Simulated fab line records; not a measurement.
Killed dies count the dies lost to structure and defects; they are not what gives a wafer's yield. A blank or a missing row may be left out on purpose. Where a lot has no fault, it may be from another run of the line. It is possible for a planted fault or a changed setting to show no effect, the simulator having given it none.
Which tool was responsible? / flow gf180mcu / Sampling: 13 lots, 39 wafers, 3 of 602 route steps

== WHAT THE GAUGES SHOWED, per wafer ==
GF_V3_BOW_MEAS_05. Usual: V3_BOW 116 um, standard deviation 8.3.
lot=L213; measured=day 21 12:50; on=filmMetro-01; V3_BOW (um)=121 122 116; flag=
lot=L214; measured=day 22 00:48; on=filmMetro-02; V3_BOW (um)=121 104 110; flag=
lot=L215; measured=day 22 12:19; on=filmMetro-02; V3_BOW (um)=109 111 111; flag=
lot=L216; measured=day 22 16:44; on=filmMetro-01; V3_BOW (um)=120 114 126; flag=
lot=L217; measured=day 22 19:37; on=filmMetro-01; V3_BOW (um)=120 125 130; flag=
lot=L218; measured=day 23 05:26; on=filmMetro-04; V3_BOW (um)=107 107 105; flag=
lot=L219; measured=day 23 17:29; on=filmMetro-04; V3_BOW (um)=126 115 118; flag=
lot=L220; measured=day 24 00:05; on=filmMetro-01; V3_BOW (um)=117 116 117; flag=
lot=L221; measured=day 24 08:09; on=filmMetro-04; V3_BOW (um)=108 108 93; flag=
lot=L223; measured=day 25 06:08; on=filmMetro-01; V3_BOW (um)=104 119 110; flag=
lot=L233; measured=day 28 04:22; on=filmMetro-02; V3_BOW (um)=142 124 129; flag=
lot=L234; measured=day 28 11:56; on=filmMetro-01; V3_BOW (um)=119 119; flag=
lot=L235; measured=day 28 18:02; on=filmMetro-04; V3_BOW (um)=111 120 115; flag=

== WHICH TOOL RAN EACH LOT (tool, then ch and the chambers of the sampled wafers, then the start) ==
lot=L213; GF_HV_LDD_ETCHBACK_58=rieDiel-01 ch 0,1,2, day 12 14:02; GF_M2_SPUTTER_04=pvdSputter-04, day 18 05:43
lot=L214; GF_HV_LDD_ETCHBACK_58=rieDiel-04 ch 0,2, day 13 00:26; GF_M2_SPUTTER_04=pvdSputter-01, day 18 19:41
lot=L215; GF_HV_LDD_ETCHBACK_58=rieDiel-01 ch 0,2,3, day 13 13:48; GF_M2_SPUTTER_04=pvdSputter-01, day 19 09:15
lot=L216; GF_HV_LDD_ETCHBACK_58=rieDiel-02 ch 0,1,3, day 13 15:17; GF_M2_SPUTTER_04=pvdSputter-04, day 19 12:08
lot=L217; GF_HV_LDD_ETCHBACK_58=rieDiel-02 ch 1,3, day 13 18:03; GF_M2_SPUTTER_04=pvdSputter-02, day 19 15:55
lot=L218; GF_HV_LDD_ETCHBACK_58=rieDiel-04 ch 0,3, day 14 04:44; GF_M2_SPUTTER_04=pvdSputter-04, day 20 03:11
lot=L219; GF_HV_LDD_ETCHBACK_58=rieDiel-01 ch 1,3, day 14 15:13; GF_M2_SPUTTER_04=pvdSputter-02, day 20 15:26
lot=L220; GF_HV_LDD_ETCHBACK_58=rieDiel-01 ch 1,2, day 14 19:53; GF_M2_SPUTTER_04=pvdSputter-02, day 20 22:49
lot=L221; GF_HV_LDD_ETCHBACK_58=rieDiel-01 ch 0,1,3, day 15 02:54; GF_M2_SPUTTER_04=pvdSputter-02, day 21 06:58
lot=L223; GF_HV_LDD_ETCHBACK_58=rieDiel-02 ch 2,3, day 16 01:07; GF_M2_SPUTTER_04=pvdSputter-04, day 22 06:15
lot=L233; GF_HV_LDD_ETCHBACK_58=rieDiel-04 ch 0,2,3, day 19 07:29; GF_M2_SPUTTER_04=pvdSputter-01, day 25 10:00
lot=L234; GF_HV_LDD_ETCHBACK_58=rieDiel-02 ch 0,1,3, day 19 15:25; GF_M2_SPUTTER_04=pvdSputter-01, day 25 18:02
lot=L235; GF_HV_LDD_ETCHBACK_58=rieDiel-04 ch 0,3, day 20 01:02; GF_M2_SPUTTER_04=pvdSputter-04, day 26 01:21
- GF_HV_LDD_ETCHBACK_58: etches Si3N4 in CH3F/O2, stops on SiO2, time 100 s, target depth 90 nm.
- GF_M2_SPUTTER_04: material TiN, target thk 50 nm, time 41.7 s.

== WHAT THE TOOLS THEMSELVES READ (means of the sampled wafers that have a number; where no wafer has one, the mark that the record gives instead) ==
GF_HV_LDD_ETCHBACK_58. Usual: drypumpMotorCurrentA 5.7 A, standard deviation 0.33; oesProductAu 0.841 a.u., standard deviation 0.0056; runLengthS 128.3 s, standard deviation 0.47; throttleValvePct 10.561 %, standard deviation 0.0098.
lot=L213; tool=rieDiel-01; drypumpMotorCurrentA (A)=5.4; oesProductAu (a.u.)=0.835; runLengthS (s)=128.3; throttleValvePct (%)=10.553; flag=
lot=L214; tool=rieDiel-04; drypumpMotorCurrentA (A)=6.2; oesProductAu (a.u.)=0.840; runLengthS (s)=127.8; throttleValvePct (%)=10.559; flag=
lot=L215; tool=rieDiel-01; drypumpMotorCurrentA (A)=5.5; oesProductAu (a.u.)=0.841; runLengthS (s)=128.9; throttleValvePct (%)=10.563; flag=
lot=L216; tool=rieDiel-02; drypumpMotorCurrentA (A)=5.8; oesProductAu (a.u.)=0.839; runLengthS (s)=128.4; throttleValvePct (%)=10.560; flag=
lot=L217; tool=rieDiel-02; drypumpMotorCurrentA (A)=5.8; oesProductAu (a.u.)=0.842; runLengthS (s)=128.1; throttleValvePct (%)=10.562; flag=
lot=L218; tool=rieDiel-04; drypumpMotorCurrentA (A)=5.9; oesProductAu (a.u.)=0.839; runLengthS (s)=128.3; throttleValvePct (%)=10.559; flag=
lot=L219; tool=rieDiel-01; drypumpMotorCurrentA (A)=5.8; oesProductAu (a.u.)=0.846; runLengthS (s)=128.3; throttleValvePct (%)=10.556; flag=
lot=L220; tool=rieDiel-01; drypumpMotorCurrentA (A)=5.5; oesProductAu (a.u.)=0.837; runLengthS (s)=128.6; throttleValvePct (%)=10.557; flag=
lot=L221; tool=rieDiel-01; drypumpMotorCurrentA (A)=5.4; oesProductAu (a.u.)=0.830; runLengthS (s)=128.4; throttleValvePct (%)=10.563; flag=
lot=L223; tool=rieDiel-02; drypumpMotorCurrentA (A)=5.8; oesProductAu (a.u.)=0.837; runLengthS (s)=127.9; throttleValvePct (%)=10.561; flag=
lot=L233; tool=rieDiel-04; drypumpMotorCurrentA (A)=6.1; oesProductAu (a.u.)=0.843; runLengthS (s)=127.9; throttleValvePct (%)=10.556; flag=
lot=L234; tool=rieDiel-02; drypumpMotorCurrentA (A)=5.8; oesProductAu (a.u.)=0.896; runLengthS (s)=118.4; throttleValvePct (%)=10.565; flag=OFF
lot=L235; tool=rieDiel-04; drypumpMotorCurrentA (A)=6.0; oesProductAu (a.u.)=0.845; runLengthS (s)=128.0; throttleValvePct (%)=10.560; flag=

GF_M2_SPUTTER_04. Usual: throttleValvePct reads 30.2 % (standard deviation 1.1).
lot=L213; tool=pvdSputter-04; throttleValvePct (%)=29.6; flag=
lot=L214; tool=pvdSputter-01; throttleValvePct (%)=30.3; flag=
lot=L215; tool=pvdSputter-01; throttleValvePct (%)=30.8; flag=
lot=L216; tool=pvdSputter-04; throttleValvePct (%)=29.3; flag=
lot=L217; tool=pvdSputter-02; throttleValvePct (%)=30.7; flag=
lot=L218; tool=pvdSputter-04; throttleValvePct (%)=29.6; flag=
lot=L219; tool=pvdSputter-02; throttleValvePct (%)=31.2; flag=
lot=L220; tool=pvdSputter-02; throttleValvePct (%)=30.6; flag=
lot=L221; tool=pvdSputter-02; throttleValvePct (%)=31.3; flag=
lot=L223; tool=pvdSputter-04; throttleValvePct (%)=29.4; flag=
lot=L233; tool=pvdSputter-01; throttleValvePct (%)=30.8; flag=
lot=L234; tool=pvdSputter-01; throttleValvePct (%)=31.1; flag=
lot=L235; tool=pvdSputter-04; throttleValvePct (%)=29.5; flag=

== THE ANSWER, worked out from the rows above alone ==
Rule: a lot is off if the mean of its wafers that have a number lies more than 3 standard deviations from the usual mean. A lot without any number at a reading at which 4 lots or more have one is off too. Any other lot the step has rows for is counted as sound. Order of review: gauges by route order, followed by the tools' own readings, for which a lot's mean as printed above is used. The first step at which some lot is off is used, and at that step the reading that is off furthest; a lot without a number counts as furthest.
Off: L234 (GF_HV_LDD_ETCHBACK_58, runLengthS).
If a tool, at that step or one of the process steps before it, ran each lot that is off and ran no sound lot following the first of them, it fits. One candidate fits, namely rieDiel-02 at GF_HV_LDD_ETCHBACK_58. Its last sound lot is L223 (day 16 01:07), its first lot that is off L234 (day 19 15:25): a fault that began between those two fits.
The tool's own readings at GF_HV_LDD_ETCHBACK_58 bear it out: on the lots that are off they differ by more than 5 times the standard deviation of the sound lots' means. oesProductAu reads 0.896 a.u. there against 0.839 a.u. on the sound lots; runLengthS reads 118.4 s there against 128.2 s on the sound lots.

== WHAT THE SIMULATOR HAD INSERTED ==
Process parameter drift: rieDiel-02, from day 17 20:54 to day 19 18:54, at GF_HV_LDD_ETCHBACK_58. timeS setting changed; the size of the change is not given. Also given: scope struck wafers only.
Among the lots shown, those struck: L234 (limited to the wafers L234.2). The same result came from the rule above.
